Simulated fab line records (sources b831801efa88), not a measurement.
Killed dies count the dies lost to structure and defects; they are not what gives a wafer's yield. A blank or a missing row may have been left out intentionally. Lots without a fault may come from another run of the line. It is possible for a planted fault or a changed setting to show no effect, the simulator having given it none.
fab line records || flow gf180mcu || part 2 of 2: steps 26 to 34 of 34
record {"lots": 5, "wafers": 15, "lastDay": 33}
route steps=602 shown HV_LDD@208 NSD@235
lots untouched by any fault: they come from a run of this same line in which no faults occurred
startH: the number of hours between the record's first day and the start of the first shown wafer of the lot || waitH: how many hours have passed since the lot's step before this one || " unchanged from the row above || L1.1+2: a row that stands for several wafers || - value missing, or start not given || * or withheld: withheld || < > ~ a bound
route shown NAME@n: names a module that has steps shown in the file, with the first one's number in the route || usual: mean/standard deviation taken from wafers without a fault || same: alike in all rows || chamber/n: place in a boat || sites: each site's reading || _std_site: the values' standard deviation || _edge_site: outer sites' mean less inner sites' || radiusMm: for every site, how far away it sits from the centre of the wafer || mask NAME#n: copy n || behind: tool/chamber where the wafer was last shaped || hold: reason for holding the lot/hours on hold/outcome of the hold || device: names the non-switching transistor (n, p or np) || end of line: the same wafers' tests at the end of the route || step lacking rows: just its recipe || killed: dies that structure and defects cost at the first sort, which is not the same as the wafer's yield || map: a wafer's dies, x killed, . not, _ none there
set.NAME: the setting as run; set.NAME@STEP: as run at that earlier step || model.NAME: the simulator's own value behind a step, which no gauge read
lots at selected steps of the route; one table per step, one row per wafer
services: the hour from which a tool's chamber was out of use, counted from the record's first day as startH (under 0 if before that day), plus the number of hours and why
## steps
# step GF_HV_LDD_THK_MEAS_57
# recipe {"reads": "Si3N4_of_HV_LDD_CVD_56"}
# usual {"HV_LDD_CVD_56_THK": "89.7/1"}
{"lot.wafer": "L074.3", "tool": "filmMetro-04", "chamber": "-", "startH": 279.90, "waitH": 0.0, "HV_LDD_CVD_56_THK[nm]": 89.1}
{"lot.wafer": "L074.4", "tool": "filmMetro-04", "chamber": "-", "startH": 279.90, "waitH": 0.0, "HV_LDD_CVD_56_THK[nm]": 89.3}
{"lot.wafer": "L074.5", "tool": "filmMetro-04", "chamber": "-", "startH": 279.90, "waitH": 0.0, "HV_LDD_CVD_56_THK[nm]": 90.0}
{"lot.wafer": "L084.1", "tool": "filmMetro-02", "chamber": "-", "startH": 356.93, "waitH": 0.0, "HV_LDD_CVD_56_THK[nm]": 90.7}
{"lot.wafer": "L084.3", "tool": "filmMetro-02", "chamber": "-", "startH": 356.93, "waitH": 0.0, "HV_LDD_CVD_56_THK[nm]": 90.1}
{"lot.wafer": "L084.6", "tool": "filmMetro-02", "chamber": "-", "startH": 356.93, "waitH": 0.0, "HV_LDD_CVD_56_THK[nm]": 90.4}
{"lot.wafer": "L087.2", "tool": "filmMetro-03", "chamber": "-", "startH": 389.54, "waitH": 0.0, "HV_LDD_CVD_56_THK[nm]": 91.0}
{"lot.wafer": "L087.5", "tool": "filmMetro-03", "chamber": "-", "startH": 389.54, "waitH": 0.0, "HV_LDD_CVD_56_THK[nm]": 91.1}
{"lot.wafer": "L087.6", "tool": "filmMetro-03", "chamber": "-", "startH": 389.54, "waitH": 0.0, "HV_LDD_CVD_56_THK[nm]": 90.2}
{"lot.wafer": "L089.1", "tool": "filmMetro-02", "chamber": "-", "startH": 402.43, "waitH": 0.0, "HV_LDD_CVD_56_THK[nm]": 88.5}
{"lot.wafer": "L089.3", "tool": "filmMetro-02", "chamber": "-", "startH": 402.43, "waitH": 0.0, "HV_LDD_CVD_56_THK[nm]": 89.3}
{"lot.wafer": "L089.6", "tool": "filmMetro-02", "chamber": "-", "startH": 402.43, "waitH": 0.0, "HV_LDD_CVD_56_THK[nm]": 89.2}
{"lot.wafer": "L092.1", "tool": "filmMetro-04", "chamber": "-", "startH": 423.15, "waitH": 0.0, "HV_LDD_CVD_56_THK[nm]": 90.9}
{"lot.wafer": "L092.3", "tool": "filmMetro-04", "chamber": "-", "startH": 423.15, "waitH": 0.0, "HV_LDD_CVD_56_THK[nm]": 91.3}
{"lot.wafer": "L092.4", "tool": "filmMetro-04", "chamber": "-", "startH": 423.15, "waitH": 0.0, "HV_LDD_CVD_56_THK[nm]": 90.8}
# step GF_HV_LDD_ETCHBACK_58
# recipe {"chemistry": "CH3F/O2", "target": "Si3N4", "stopOn": "SiO2", "sourceW": 400, "biasW": 80, "pressureMtorr": 25, "ch3fFlowSccm": 40, "O2_flow_sccm": 30, "timeS": 100, "targetDepthA": 900}
# usual {"drypumpMotorCurrentA": "5.6/0.43", "oesProductAu": "0.841/0.0068", "throttleValvePct": "10.560/0.0087"}
{"lot.wafer": "L074.3", "tool": "rieDiel-04", "chamber": 0, "startH": 279.94, "waitH": 0.0, "drypumpMotorCurrentA": 5.3, "oesProductAu": 0.845, "rfHoursCounterH": 11, "throttleValvePct": 10.554}
{"lot.wafer": "L074.4", "tool": "rieDiel-04", "chamber": 3, "startH": 279.94, "waitH": 0.0, "drypumpMotorCurrentA": 5.2, "oesProductAu": 0.843, "rfHoursCounterH": "-", "throttleValvePct": 10.563}
{"lot.wafer": "L074.5", "tool": "rieDiel-04", "chamber": 2, "startH": 279.94, "waitH": 0.0, "drypumpMotorCurrentA": 5.6, "oesProductAu": 0.850, "rfHoursCounterH": "-", "throttleValvePct": 10.545}
{"lot.wafer": "L084.1", "tool": "rieDiel-03", "chamber": 3, "startH": 356.99, "waitH": 0.1, "drypumpMotorCurrentA": 6.6, "oesProductAu": 0.842, "rfHoursCounterH": 10, "throttleValvePct": 10.546}
{"lot.wafer": "L084.3", "tool": "rieDiel-03", "chamber": 2, "startH": 356.99, "waitH": 0.1, "drypumpMotorCurrentA": 5.7, "oesProductAu": 0.843, "rfHoursCounterH": 88, "throttleValvePct": 10.549}
{"lot.wafer": "L084.6", "tool": "rieDiel-03", "chamber": 2, "startH": 356.99, "waitH": 0.1, "drypumpMotorCurrentA": 5.7, "oesProductAu": 0.852, "rfHoursCounterH": "-", "throttleValvePct": 10.565}
{"lot.wafer": "L087.2", "tool": "rieDiel-02", "chamber": 0, "startH": 389.59, "waitH": 0.0, "drypumpMotorCurrentA": 6.0, "oesProductAu": 0.849, "rfHoursCounterH": 15, "throttleValvePct": 10.568}
{"lot.wafer": "L087.5", "tool": "rieDiel-02", "chamber": 0, "startH": 389.59, "waitH": 0.0, "drypumpMotorCurrentA": 5.9, "oesProductAu": 0.842, "rfHoursCounterH": "-", "throttleValvePct": 10.556}
{"lot.wafer": "L087.6", "tool": "rieDiel-02", "chamber": 3, "startH": 389.59, "waitH": 0.0, "drypumpMotorCurrentA": 4.8, "oesProductAu": 0.839, "rfHoursCounterH": "-", "throttleValvePct": 10.564}
{"lot.wafer": "L089.1", "tool": "rieDiel-04", "chamber": 1, "startH": 402.49, "waitH": 0.1, "drypumpMotorCurrentA": 5.7, "oesProductAu": 0.831, "rfHoursCounterH": 3, "throttleValvePct": 10.561}
{"lot.wafer": "L089.3", "tool": "rieDiel-04", "chamber": 2, "startH": 402.49, "waitH": 0.1, "drypumpMotorCurrentA": 5.6, "oesProductAu": 0.834, "rfHoursCounterH": 23, "throttleValvePct": 10.553}
{"lot.wafer": "L089.6", "tool": "rieDiel-04", "chamber": 1, "startH": 402.49, "waitH": 0.1, "drypumpMotorCurrentA": 5.7, "oesProductAu": 0.840, "rfHoursCounterH": "-", "throttleValvePct": 10.565}
{"lot.wafer": "L092.1", "tool": "rieDiel-02", "chamber": 0, "startH": 423.21, "waitH": 0.1, "drypumpMotorCurrentA": 5.9, "oesProductAu": 0.845, "rfHoursCounterH": 15, "throttleValvePct": 10.564}
{"lot.wafer": "L092.3", "tool": "rieDiel-02", "chamber": 3, "startH": 423.21, "waitH": 0.1, "drypumpMotorCurrentA": 4.8, "oesProductAu": 0.841, "rfHoursCounterH": 34, "throttleValvePct": 10.551}
{"lot.wafer": "L092.4", "tool": "rieDiel-02", "chamber": 2, "startH": 423.21, "waitH": 0.1, "drypumpMotorCurrentA": 5.3, "oesProductAu": 0.851, "rfHoursCounterH": 10, "throttleValvePct": 10.571}
# step GF_NSD_DEHYDRATE_00
# recipe {"tempC": 200, "timeS": 60}
# usual {"resistLineTempC": "23.04/0.09"}
{"lot.wafer": "L074.3", "tool": "lithoTrack-02", "chamber": 0, "startH": 289.25, "waitH": 9.3, "resistLineTempC": 23.19}
{"lot.wafer": "L074.4", "tool": "lithoTrack-02", "chamber": 0, "startH": 289.25, "waitH": 9.3, "resistLineTempC": 23.03}
{"lot.wafer": "L074.5", "tool": "lithoTrack-02", "chamber": 0, "startH": 289.25, "waitH": 9.3, "resistLineTempC": 23.08}
{"lot.wafer": "L084.1", "tool": "lithoTrack-01", "chamber": 0, "startH": 367.70, "waitH": 10.7, "resistLineTempC": 23.02}
{"lot.wafer": "L084.3", "tool": "lithoTrack-01", "chamber": 0, "startH": 367.70, "waitH": 10.7, "resistLineTempC": 22.83}
{"lot.wafer": "L084.6", "tool": "lithoTrack-01", "chamber": 0, "startH": 367.70, "waitH": 10.7, "resistLineTempC": 23.16}
{"lot.wafer": "L087.2", "tool": "lithoTrack-03", "chamber": 0, "startH": 400.49, "waitH": 10.9, "resistLineTempC": 23.04}
{"lot.wafer": "L087.5", "tool": "lithoTrack-03", "chamber": 0, "startH": 400.49, "waitH": 10.9, "resistLineTempC": 23.15}
{"lot.wafer": "L087.6", "tool": "lithoTrack-03", "chamber": 0, "startH": 400.49, "waitH": 10.9, "resistLineTempC": 23.14}
{"lot.wafer": "L089.1", "tool": "lithoTrack-03", "chamber": 0, "startH": 413.31, "waitH": 10.8, "resistLineTempC": 22.94}
{"lot.wafer": "L089.3", "tool": "lithoTrack-03", "chamber": 0, "startH": 413.31, "waitH": 10.8, "resistLineTempC": 23.00}
{"lot.wafer": "L089.6", "tool": "lithoTrack-03", "chamber": 0, "startH": 413.31, "waitH": 10.8, "resistLineTempC": 23.03}
{"lot.wafer": "L092.1", "tool": "lithoTrack-03", "chamber": 0, "startH": 434.91, "waitH": 11.7, "resistLineTempC": 23.08}
{"lot.wafer": "L092.3", "tool": "lithoTrack-03", "chamber": 0, "startH": 434.91, "waitH": 11.7, "resistLineTempC": 23.20}
{"lot.wafer": "L092.4", "tool": "lithoTrack-03", "chamber": 0, "startH": 434.91, "waitH": 11.7, "resistLineTempC": 23.07}
# step GF_NSD_HMDS_01
# recipe {"primeTimeS": 60, "primeTempC": 120}
# usual {"resistLineTempC": "23.03/0.094"}
# same {"primeTimeS": 60}
{"lot.wafer": "L074.3", "tool": "lithoTrack-02", "chamber": 0, "startH": 289.40, "waitH": 0.1, "resistLineTempC": 23.10}
{"lot.wafer": "L074.4", "tool": "lithoTrack-02", "chamber": 0, "startH": 289.40, "waitH": 0.1, "resistLineTempC": 23.12}
{"lot.wafer": "L074.5", "tool": "lithoTrack-02", "chamber": 0, "startH": 289.40, "waitH": 0.1, "resistLineTempC": 23.07}
{"lot.wafer": "L084.1", "tool": "lithoTrack-01", "chamber": 0, "startH": 367.85, "waitH": 0.1, "resistLineTempC": 22.95}
{"lot.wafer": "L084.3", "tool": "lithoTrack-01", "chamber": 0, "startH": 367.85, "waitH": 0.1, "resistLineTempC": 23.10}
{"lot.wafer": "L084.6", "tool": "lithoTrack-01", "chamber": 0, "startH": 367.85, "waitH": 0.1, "resistLineTempC": 22.86}
{"lot.wafer": "L087.2", "tool": "lithoTrack-03", "chamber": 0, "startH": 400.64, "waitH": 0.1, "resistLineTempC": 23.00}
{"lot.wafer": "L087.5", "tool": "lithoTrack-03", "chamber": 0, "startH": 400.64, "waitH": 0.1, "resistLineTempC": 23.22}
{"lot.wafer": "L087.6", "tool": "lithoTrack-03", "chamber": 0, "startH": 400.64, "waitH": 0.1, "resistLineTempC": 23.04}
{"lot.wafer": "L089.1", "tool": "lithoTrack-03", "chamber": 0, "startH": 413.46, "waitH": 0.1, "resistLineTempC": 23.03}
{"lot.wafer": "L089.3", "tool": "lithoTrack-03", "chamber": 0, "startH": 413.46, "waitH": 0.1, "resistLineTempC": 22.94}
{"lot.wafer": "L089.6", "tool": "lithoTrack-03", "chamber": 0, "startH": 413.46, "waitH": 0.1, "resistLineTempC": 23.09}
{"lot.wafer": "L092.1", "tool": "lithoTrack-03", "chamber": 0, "startH": 435.06, "waitH": 0.1, "resistLineTempC": 23.02}
{"lot.wafer": "L092.3", "tool": "lithoTrack-03", "chamber": 0, "startH": 435.06, "waitH": 0.1, "resistLineTempC": 23.19}
{"lot.wafer": "L092.4", "tool": "lithoTrack-03", "chamber": 0, "startH": 435.06, "waitH": 0.1, "resistLineTempC": 23.06}
# step GF_NSD_COAT_02
# recipe {"resist": "NOVOLAK", "spinRpm": 3000, "resistThkNm": 1000}
# usual {"resistLineTempC": "23.02/0.1"}
{"lot.wafer": "L074.3", "tool": "lithoTrack-02", "chamber": 0, "startH": 289.55, "waitH": 0.1, "resistLineTempC": 22.91}
{"lot.wafer": "L074.4", "tool": "lithoTrack-02", "chamber": 0, "startH": 289.55, "waitH": 0.1, "resistLineTempC": 23.12}
{"lot.wafer": "L074.5", "tool": "lithoTrack-02", "chamber": 0, "startH": 289.55, "waitH": 0.1, "resistLineTempC": 22.96}
{"lot.wafer": "L084.1", "tool": "lithoTrack-01", "chamber": 0, "startH": 368.00, "waitH": 0.1, "resistLineTempC": 22.89}
{"lot.wafer": "L084.3", "tool": "lithoTrack-01", "chamber": 0, "startH": 368.00, "waitH": 0.1, "resistLineTempC": 22.86}
{"lot.wafer": "L084.6", "tool": "lithoTrack-01", "chamber": 0, "startH": 368.00, "waitH": 0.1, "resistLineTempC": 22.92}
{"lot.wafer": "L087.2", "tool": "lithoTrack-03", "chamber": 0, "startH": 400.79, "waitH": 0.1, "resistLineTempC": 22.99}
{"lot.wafer": "L087.5", "tool": "lithoTrack-03", "chamber": 0, "startH": 400.79, "waitH": 0.1, "resistLineTempC": 23.14}
{"lot.wafer": "L087.6", "tool": "lithoTrack-03", "chamber": 0, "startH": 400.79, "waitH": 0.1, "resistLineTempC": 22.95}
{"lot.wafer": "L089.1", "tool": "lithoTrack-03", "chamber": 0, "startH": 413.61, "waitH": 0.1, "resistLineTempC": 22.87}
{"lot.wafer": "L089.3", "tool": "lithoTrack-03", "chamber": 0, "startH": 413.61, "waitH": 0.1, "resistLineTempC": 22.95}
{"lot.wafer": "L089.6", "tool": "lithoTrack-03", "chamber": 0, "startH": 413.61, "waitH": 0.1, "resistLineTempC": 22.88}
{"lot.wafer": "L092.1", "tool": "lithoTrack-03", "chamber": 0, "startH": 435.21, "waitH": 0.1, "resistLineTempC": 23.00}
{"lot.wafer": "L092.3", "tool": "lithoTrack-03", "chamber": 0, "startH": 435.21, "waitH": 0.1, "resistLineTempC": 23.15}
{"lot.wafer": "L092.4", "tool": "lithoTrack-03", "chamber": 0, "startH": 435.21, "waitH": 0.1, "resistLineTempC": 22.98}
# step GF_NSD_SOFTBAKE_03
# recipe {"tempC": 90, "timeS": 60, "resist": "NOVOLAK"}
# usual {"resistLineTempC": "23.02/0.1"}
{"lot.wafer": "L074.3", "tool": "lithoTrack-02", "chamber": 0, "startH": 289.70, "waitH": 0.1, "resistLineTempC": 23.03}
{"lot.wafer": "L074.4", "tool": "lithoTrack-02", "chamber": 0, "startH": 289.70, "waitH": 0.1, "resistLineTempC": 23.10}
{"lot.wafer": "L074.5", "tool": "lithoTrack-02", "chamber": 0, "startH": 289.70, "waitH": 0.1, "resistLineTempC": 22.94}
{"lot.wafer": "L084.1", "tool": "lithoTrack-01", "chamber": 0, "startH": 368.15, "waitH": 0.1, "resistLineTempC": 23.05}
{"lot.wafer": "L084.3", "tool": "lithoTrack-01", "chamber": 0, "startH": 368.15, "waitH": 0.1, "resistLineTempC": 23.09}
{"lot.wafer": "L084.6", "tool": "lithoTrack-01", "chamber": 0, "startH": 368.15, "waitH": 0.1, "resistLineTempC": 22.91}
{"lot.wafer": "L087.2", "tool": "lithoTrack-03", "chamber": 0, "startH": 400.94, "waitH": 0.1, "resistLineTempC": 23.15}
{"lot.wafer": "L087.5", "tool": "lithoTrack-03", "chamber": 0, "startH": 400.94, "waitH": 0.1, "resistLineTempC": 22.94}
{"lot.wafer": "L087.6", "tool": "lithoTrack-03", "chamber": 0, "startH": 400.94, "waitH": 0.1, "resistLineTempC": 23.08}
{"lot.wafer": "L089.1", "tool": "lithoTrack-03", "chamber": 0, "startH": 413.76, "waitH": 0.1, "resistLineTempC": 23.12}
{"lot.wafer": "L089.3", "tool": "lithoTrack-03", "chamber": 0, "startH": 413.76, "waitH": 0.1, "resistLineTempC": 22.96}
{"lot.wafer": "L089.6", "tool": "lithoTrack-03", "chamber": 0, "startH": 413.76, "waitH": 0.1, "resistLineTempC": 23.07}
{"lot.wafer": "L092.1", "tool": "lithoTrack-03", "chamber": 0, "startH": 435.36, "waitH": 0.1, "resistLineTempC": 23.07}
{"lot.wafer": "L092.3", "tool": "lithoTrack-03", "chamber": 0, "startH": 435.36, "waitH": 0.1, "resistLineTempC": 22.96}
{"lot.wafer": "L092.4", "tool": "lithoTrack-03", "chamber": 0, "startH": 435.36, "waitH": 0.1, "resistLineTempC": 23.12}
# step GF_NSD_EXPOSE_04
# recipe {"maskId": "Nplus", "targetCdNm": 400, "na": 0.6, "sourceShape": "conventional", "sigmaOuter": 0.6, "doseMj": 140}
# usual {"exposureDoseMJCm2": "139.95/0.13"}
{"lot.wafer": "L074.3", "tool": "ilineStepper-01", "chamber": 0, "startH": "-", "waitH": "-", "mask": "Nplus#0", "exposureDoseMJCm2": 139.93}
{"lot.wafer": "L074.4", "tool": "ilineStepper-01", "chamber": 0, "startH": "-", "waitH": "-", "mask": "Nplus#0", "exposureDoseMJCm2": 139.76}
{"lot.wafer": "L074.5", "tool": "ilineStepper-01", "chamber": 0, "startH": "-", "waitH": "-", "mask": "Nplus#0", "exposureDoseMJCm2": 139.87}
{"lot.wafer": "L084.1", "tool": "ilineStepper-01", "chamber": 0, "startH": "-", "waitH": "-", "mask": "Nplus#0", "exposureDoseMJCm2": 139.73}
{"lot.wafer": "L084.3", "tool": "ilineStepper-01", "chamber": 0, "startH": "-", "waitH": "-", "mask": "Nplus#0", "exposureDoseMJCm2": 139.72}
{"lot.wafer": "L084.6", "tool": "ilineStepper-01", "chamber": 0, "startH": "-", "waitH": "-", "mask": "Nplus#0", "exposureDoseMJCm2": 139.80}
{"lot.wafer": "L087.2", "tool": "ilineStepper-01", "chamber": 0, "startH": "-", "waitH": "-", "mask": "Nplus#0", "exposureDoseMJCm2": 140.07}
{"lot.wafer": "L087.5", "tool": "ilineStepper-01", "chamber": 0, "startH": "-", "waitH": "-", "mask": "Nplus#0", "exposureDoseMJCm2": 140.01}
{"lot.wafer": "L087.6", "tool": "ilineStepper-01", "chamber": 0, "startH": "-", "waitH": "-", "mask": "Nplus#0", "exposureDoseMJCm2": 139.98}
{"lot.wafer": "L089.1", "tool": "ilineStepper-01", "chamber": 0, "startH": "-", "waitH": "-", "mask": "Nplus#0", "exposureDoseMJCm2": 139.99}
{"lot.wafer": "L089.3", "tool": "ilineStepper-01", "chamber": 0, "startH": "-", "waitH": "-", "mask": "Nplus#0", "exposureDoseMJCm2": 139.89}
{"lot.wafer": "L089.6", "tool": "ilineStepper-01", "chamber": 0, "startH": "-", "waitH": "-", "mask": "Nplus#0", "exposureDoseMJCm2": 139.91}
{"lot.wafer": "L092.1", "tool": "ilineStepper-02", "chamber": 0, "startH": "-", "waitH": "-", "mask": "Nplus#0", "exposureDoseMJCm2": 139.98}
{"lot.wafer": "L092.3", "tool": "ilineStepper-02", "chamber": 0, "startH": "-", "waitH": "-", "mask": "Nplus#0", "exposureDoseMJCm2": 139.95}
{"lot.wafer": "L092.4", "tool": "ilineStepper-02", "chamber": 0, "startH": "-", "waitH": "-", "mask": "Nplus#0", "exposureDoseMJCm2": 139.90}
# step GF_NSD_PEB_05
# recipe {"tempC": "withheld", "timeS": "*", "resist": "NOVOLAK"}
# usual {"resistLineTempC": "*"}
{"lot.wafer": "L074.3", "tool": "lithoTrack-01", "chamber": 0, "startH": "-", "waitH": "-", "resistLineTempC": "*"}
{"lot.wafer": "L074.4", "tool": "lithoTrack-01", "chamber": 0, "startH": "-", "waitH": "-", "resistLineTempC": "*"}
{"lot.wafer": "L074.5", "tool": "lithoTrack-01", "chamber": 0, "startH": "-", "waitH": "-", "resistLineTempC": "*"}
{"lot.wafer": "L084.1", "tool": "lithoTrack-01", "chamber": 0, "startH": "-", "waitH": "-", "resistLineTempC": "*"}
{"lot.wafer": "L084.3", "tool": "lithoTrack-01", "chamber": 0, "startH": "-", "waitH": "-", "resistLineTempC": "*"}
{"lot.wafer": "L084.6", "tool": "lithoTrack-01", "chamber": 0, "startH": "-", "waitH": "-", "resistLineTempC": "*"}
{"lot.wafer": "L087.2", "tool": "lithoTrack-02", "chamber": 0, "startH": "-", "waitH": "-", "resistLineTempC": "*"}
{"lot.wafer": "L087.5", "tool": "lithoTrack-02", "chamber": 0, "startH": "-", "waitH": "-", "resistLineTempC": "*"}
{"lot.wafer": "L087.6", "tool": "lithoTrack-02", "chamber": 0, "startH": "-", "waitH": "-", "resistLineTempC": "*"}
{"lot.wafer": "L089.1", "tool": "lithoTrack-02", "chamber": 0, "startH": "-", "waitH": "-", "resistLineTempC": "*"}
{"lot.wafer": "L089.3", "tool": "lithoTrack-02", "chamber": 0, "startH": "-", "waitH": "-", "resistLineTempC": "*"}
{"lot.wafer": "L089.6", "tool": "lithoTrack-02", "chamber": 0, "startH": "-", "waitH": "-", "resistLineTempC": "*"}
{"lot.wafer": "L092.1", "tool": "lithoTrack-03", "chamber": 0, "startH": "-", "waitH": "-", "resistLineTempC": "*"}
{"lot.wafer": "L092.3", "tool": "lithoTrack-03", "chamber": 0, "startH": "-", "waitH": "-", "resistLineTempC": "*"}
{"lot.wafer": "L092.4", "tool": "lithoTrack-03", "chamber": 0, "startH": "-", "waitH": "-", "resistLineTempC": "*"}
# step GF_NSD_DEVELOP_06
# recipe {"developTimeS": 60, "devTempC": 23}
# usual {"resistLineTempC": "23.00/0.1"}
{"lot.wafer": "L074.3", "tool": "lithoTrack-01", "chamber": 0, "startH": 299.31, "waitH": 0.1, "resistLineTempC": 22.96}
{"lot.wafer": "L074.4", "tool": "lithoTrack-01", "chamber": 0, "startH": 299.31, "waitH": 0.1, "resistLineTempC": 22.94}
{"lot.wafer": "L074.5", "tool": "lithoTrack-01", "chamber": 0, "startH": 299.31, "waitH": 0.1, "resistLineTempC": 22.95}
{"lot.wafer": "L084.1", "tool": "lithoTrack-01", "chamber": 0, "startH": 378.80, "waitH": 0.1, "resistLineTempC": 22.99}
{"lot.wafer": "L084.3", "tool": "lithoTrack-01", "chamber": 0, "startH": 378.80, "waitH": 0.1, "resistLineTempC": 22.86}
{"lot.wafer": "L084.6", "tool": "lithoTrack-01", "chamber": 0, "startH": 378.80, "waitH": 0.1, "resistLineTempC": 23.07}
{"lot.wafer": "L087.2", "tool": "lithoTrack-02", "chamber": 0, "startH": 412.77, "waitH": 0.1, "resistLineTempC": 23.09}
{"lot.wafer": "L087.5", "tool": "lithoTrack-02", "chamber": 0, "startH": 412.77, "waitH": 0.1, "resistLineTempC": 23.03}
{"lot.wafer": "L087.6", "tool": "lithoTrack-02", "chamber": 0, "startH": 412.77, "waitH": 0.1, "resistLineTempC": 23.03}
{"lot.wafer": "L089.1", "tool": "lithoTrack-02", "chamber": 0, "startH": 425.15, "waitH": 0.1, "resistLineTempC": 22.97}
{"lot.wafer": "L089.3", "tool": "lithoTrack-02", "chamber": 0, "startH": 425.15, "waitH": 0.1, "resistLineTempC": 22.98}
{"lot.wafer": "L089.6", "tool": "lithoTrack-02", "chamber": 0, "startH": 425.15, "waitH": 0.1, "resistLineTempC": 23.08}
{"lot.wafer": "L092.1", "tool": "lithoTrack-03", "chamber": 0, "startH": 447.26, "waitH": 0.1, "resistLineTempC": 23.09}
{"lot.wafer": "L092.3", "tool": "lithoTrack-03", "chamber": 0, "startH": 447.26, "waitH": 0.1, "resistLineTempC": 23.20}
{"lot.wafer": "L092.4", "tool": "lithoTrack-03", "chamber": 0, "startH": 447.26, "waitH": 0.1, "resistLineTempC": 22.96}
## services
{"tool": "plasmaAsher-04", "chamber": "-", "startH": 257.52, "hours": 4.1, "kind": "repair"}
{"tool": "implanter-03", "chamber": "-", "startH": 258.39, "hours": 1.8, "kind": "repair"}
{"tool": "implanter-03", "chamber": "-", "startH": 259.57, "hours": 1.9, "kind": "repair"}
{"tool": "implanter-03", "chamber": "-", "startH": 267.72, "hours": 1.7, "kind": "repair"}
{"tool": "ilineStepper-01", "chamber": "-", "startH": 288.52, "hours": 0.5, "kind": "repair"}
{"tool": "implanter-02", "chamber": "-", "startH": 297.09, "hours": 5.7, "kind": "pm"}
{"tool": "plasmaAsher-03", "chamber": "-", "startH": 301.29, "hours": 2.8, "kind": "pm"}
{"tool": "rieDiel-02", "chamber": 0, "startH": 301.53, "hours": 8.2, "kind": "repair"}
{"tool": "implanter-02", "chamber": "-", "startH": 313.90, "hours": 1.6, "kind": "repair"}
{"tool": "rieDiel-02", "chamber": 0, "startH": 314.17, "hours": 1.9, "kind": "repair"}
{"tool": "rieDiel-04", "chamber": 0, "startH": 315.44, "hours": 5.9, "kind": "repair"}
{"tool": "implanter-04", "chamber": "-", "startH": 319.04, "hours": 4.6, "kind": "repair"}
{"tool": "plasmaAsher-04", "chamber": "-", "startH": 326.92, "hours": 2.3, "kind": "repair"}
{"tool": "plasmaAsher-01", "chamber": "-", "startH": 333.18, "hours": 0.9, "kind": "repair"}
{"tool": "ilineStepper-02", "chamber": "-", "startH": 335.00, "hours": 1.7, "kind": "pm"}
{"tool": "implanter-02", "chamber": "-", "startH": 338.31, "hours": 2.7, "kind": "pm"}
{"tool": "plasmaAsher-04", "chamber": "-", "startH": 349.12, "hours": 4.3, "kind": "pm"}
{"tool": "ilineStepper-01", "chamber": "-", "startH": 381.44, "hours": 1.7, "kind": "pm"}
{"tool": "lpcvd-01", "chamber": "-", "startH": 388.62, "hours": 6.1, "kind": "pm"}
{"tool": "wetBench-03", "chamber": "-", "startH": 389.80, "hours": 1.5, "kind": "repair"}
{"tool": "implanter-04", "chamber": "-", "startH": 397.09, "hours": 1.0, "kind": "repair"}
{"tool": "rieDiel-04", "chamber": 0, "startH": 409.52, "hours": 3.4, "kind": "repair"}
{"tool": "plasmaAsher-01", "chamber": "-", "startH": 421.25, "hours": 9.0, "kind": "pm"}
{"tool": "rieDiel-02", "chamber": "-", "startH": 423.95, "hours": 0.9, "kind": "repair"}
